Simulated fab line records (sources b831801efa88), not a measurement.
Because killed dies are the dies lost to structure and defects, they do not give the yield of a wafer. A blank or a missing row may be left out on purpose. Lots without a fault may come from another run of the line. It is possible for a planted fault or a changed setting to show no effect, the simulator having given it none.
Matching of chambers -- flow gf180mcu -- cmp-02 running GF_CONTACT_CMP_04: 4 sister chambers
The step polishes SiO2. 4 wafers are shown with their chamber, then 9 later ones without.

WAFERS, EACH WITH ITS CHAMBER
wafer,chamber,motorCurrentA (A)
L560.6,0,9.6
L569.2,2,13.8
L569.3,1,12.3
L569.4,3,10.9

WAFERS MISSING THEIR CHAMBER
wafer,motorCurrentA (A)
L570.1,12.2
L570.2,10.8
L570.5,10.0
L572.2,11.9
L572.5,11.5
L572.6,10.0
L573.1,10.7
L573.2,10.3
L573.3,12.0

WHICH CHAMBER EACH ONE RAN IN
wafer,from the rows above,in truth
L570.1,1,1
L570.2,3,3
L570.5,can't be placed: 0 or 3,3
L572.2,can't be placed: 1 or 3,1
L572.5,can't be placed: 3 or 1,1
L572.6,can't be placed: 0 or 3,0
L573.1,3,3
L573.2,can't be placed: 3 or 0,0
L573.3,1,1
Placed correctly: 4 of 9. Not placeable from these rows: 5 (in 5, the candidates include the true chamber). 0 placed wrongly.
How it was worked out, from the rows above alone: a wafer's distance from a chamber is the root of the sum, over the readings, of the square of ((its reading less the chamber's mean) divided by the reading's scatter). The wafer belongs to the nearest chamber; if the next one is less than 2 further off, it can't be placed. A chamber's mean is the mean of its shown wafers. The scatter: root of mean squared gap, hidden wafer to nearest shown wafer, with one shown wafer a chamber.
